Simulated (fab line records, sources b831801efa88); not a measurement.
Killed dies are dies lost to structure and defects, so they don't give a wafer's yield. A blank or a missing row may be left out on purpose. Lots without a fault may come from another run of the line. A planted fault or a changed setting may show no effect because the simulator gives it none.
Which tool did it? | flow sky130 | 11 lots, 31 wafers sampled, at 5 steps of a route of 708

WHAT THE GAUGES READ, wafer by wafer
SKY_METAL4_CD_MEAS_13: target cd 300 nm.
lot  | measured     | on        | cd_nm (nm)
L757 | day 41 22:29 | cd_sem-02 | 302.7 303.0 302.1
L758 | day 42 04:51 | cd_sem-02 | 298.0 299.3 298.6
L762 | day 43 10:23 | cd_sem-02 | 300.3 298.9 299.4
L764 | day 43 18:57 | cd_sem-02 | 298.2 298.6 298.4
L765 | day 44 07:01 | cd_sem-02 | 301.9 301.1 301.2
L766 | day 44 14:16 | cd_sem-01 | 299.6 299.7 300.8
L767 | day 44 22:11 | cd_sem-01 | 300.4 300.8 301.2
L769 | day 45 04:23 | cd_sem-02 | 302.2 302.2 301.6
L770 | day 45 17:32 | cd_sem-02 | 298.7 298.1
L771 | day 45 23:29 | cd_sem-02 | 299.2 299.1
L777 | day 47 08:31 | cd_sem-01 | 300.1 299.1 299.6

SKY_METAL5_RS_MEAS_05: measures by four-point-probe.
lot  | measured     | on            | METAL5_ALCU_RS (ohm/sq)
L757 | day 43 01:28 | film_metro-02 | 0.02698 0.02652 0.02666
L758 | day 43 06:25 | film_metro-01 | 0.02688 0.02673 0.02707
L762 | day 44 12:04 | film_metro-01 | 0.02684 0.02716 0.02681
L764 | day 44 20:11 | film_metro-01 | 0.02688 0.02702 0.02703
L765 | day 45 07:54 | film_metro-02 | 0.02692 0.02673 0.0269
L766 | day 45 14:49 | film_metro-04 | 0.02695 0.02663 0.02669
L767 | day 45 22:29 | film_metro-01 | 0.02684 0.0269 0.02696
L769 | day 46 05:01 | film_metro-01 | 0.02691 0.02685 0.02698
L770 | day 46 17:08 | film_metro-04 | 0.02548 0.02619
L771 | day 46 23:13 | film_metro-04 | 0.02615 0.02597
L777 | day 48 06:00 | film_metro-02 | 0.02558 0.02679 0.02691

SKY_METAL5_THK_MEAS_06: measures by xrf.
lot  | measured     | on            | METAL5_ALCU_THK (nm)
L757 | day 43 01:35 | film_metro-02 | 1178 1192 1192
L758 | day 43 06:31 | film_metro-01 | 1162 1165 1148
L762 | day 44 12:10 | film_metro-01 | 1155 1143 1161
L764 | day 44 20:18 | film_metro-01 | 1158 1149 1155
L765 | day 45 08:01 | film_metro-02 | 1187 1194 1184
L766 | day 45 14:55 | film_metro-04 | 1174 1188 1189
L767 | day 45 22:36 | film_metro-01 | 1171 1169 1172
L769 | day 46 05:08 | film_metro-01 | 1157 1160 1158
L770 | day 46 17:15 | film_metro-04 | 1247 1209
L771 | day 46 23:20 | film_metro-04 | 1213 1225
L777 | day 48 06:07 | film_metro-02 | 1241 1190 1176

WHICH TOOL RAN EACH LOT (tool, then ch and the chambers of the sampled wafers, then the start)
lot  | SKY_METAL4_SPUTTER_00        | SKY_METAL5_SPUTTER_02
L757 | pvd_sputter-02, day 39 20:51 | pvd_sputter-03, day 43 01:21
L758 | pvd_sputter-03, day 40 03:52 | pvd_sputter-03, day 43 06:15
L762 | pvd_sputter-04, day 41 11:15 | pvd_sputter-04, day 44 11:56
L764 | pvd_sputter-03, day 41 20:12 | pvd_sputter-04, day 44 20:03
L765 | pvd_sputter-02, day 42 08:55 | pvd_sputter-01, day 45 07:46
L766 | pvd_sputter-02, day 42 17:10 | pvd_sputter-01, day 45 14:40
L767 | pvd_sputter-04, day 43 00:43 | pvd_sputter-04, day 45 22:22
L769 | pvd_sputter-04, day 43 05:57 | pvd_sputter-01, day 46 04:55
L770 | pvd_sputter-03, day 43 21:14 | pvd_sputter-04, day 46 17:01
L771 | pvd_sputter-04, day 44 02:56 | pvd_sputter-04, day 46 23:05
L777 | pvd_sputter-02, day 45 15:10 | pvd_sputter-04, day 48 05:53
- SKY_METAL4_SPUTTER_00: material Ti, target thk 15 nm, time 10 s.
- SKY_METAL5_SPUTTER_02: material AlCu, target thk 1150 nm, time 61.2 s.

WHAT THE TOOLS THEMSELVES READ (means of the sampled wafers that have a number; where no wafer has one, the mark that the record gives instead)
SKY_METAL4_SPUTTER_00.
lot  | tool           | cathode_dc_power_W (W) | throttle_valve_pct (%)
L757 | pvd_sputter-02 | 3000.4                 | 30.0
L758 | pvd_sputter-03 | 3000.4                 | 30.0
L762 | pvd_sputter-04 | 2999.7                 | 29.4
L764 | pvd_sputter-03 | 3000.5                 | 30.0
L765 | pvd_sputter-02 | 2999.6                 | 29.9
L766 | pvd_sputter-02 | 3000.2                 | 30.1
L767 | pvd_sputter-04 | 3000.4                 | 29.3
L769 | pvd_sputter-04 | 2999.9                 | 30.3
L770 | pvd_sputter-03 | 3000.2                 | 29.7
L771 | pvd_sputter-04 | 2999.8                 | 30.3
L777 | pvd_sputter-02 | 2999.7                 | 29.7

SKY_METAL5_SPUTTER_02.
lot  | tool           | cathode_dc_power_W (W) | throttle_valve_pct (%)
L757 | pvd_sputter-03 | 10600                  | 30.6
L758 | pvd_sputter-03 | 10602                  | 30.2
L762 | pvd_sputter-04 | 10599                  | 29.8
L764 | pvd_sputter-04 | 10600                  | 29.9
L765 | pvd_sputter-01 | 10598                  | 29.8
L766 | pvd_sputter-01 | 10600                  | 30.6
L767 | pvd_sputter-04 | 10600                  | 30.1
L769 | pvd_sputter-01 | 10600                  | 30.0
L770 | pvd_sputter-04 | 10602                  | 29.1
L771 | pvd_sputter-04 | 10599                  | 29.6
L777 | pvd_sputter-04 | 10601                  | 29.8

THE ANSWER, worked out from the rows above alone
Rule: what is usual is taken from the lots themselves. Put in order of their means at a reading, lots are off if they are a third of the lots or fewer, leave a main group of 4 or more, and stand apart from it by a gap of 3 or more times the standard deviation of the main group's means; of several such gaps the widest counts. A main group whose means are all the same, to the digits that the tables above print for the reading, isn't used. A lot without any number at a reading at which 4 lots or more have one is off too. The other lots that the step has rows for count as sound. The gauges are gone through in route order, then the tools' own readings, and for those a lot's mean is taken as printed above. The first step at which some lot is off is used, and at that step the reading that is off furthest; a lot without a number counts as furthest.
Off: L770, L771, L777, at SKY_METAL5_RS_MEAS_05 (METAL5_ALCU_RS). The main group: mean 0.02687 ohm/sq, standard deviation 8.3e-05.
A tool fits if, at a process step before that reading, it ran every lot that is off, and no sound lot after the first of them. The gauges at SKY_METAL5_RS_MEAS_05 are tried like those tools. One fits: pvd_sputter-04 at SKY_METAL5_SPUTTER_02. Its last sound lot is L767 (day 45 22:22), its first lot that is off L770 (day 46 17:01): a fault that began between those two fits.

WHAT THE SIMULATOR HAD PUT IN
Process parameter drift: pvd_sputter-04, from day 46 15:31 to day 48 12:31, at SKY_METAL5_SPUTTER_02. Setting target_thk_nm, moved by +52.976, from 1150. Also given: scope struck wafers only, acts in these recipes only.
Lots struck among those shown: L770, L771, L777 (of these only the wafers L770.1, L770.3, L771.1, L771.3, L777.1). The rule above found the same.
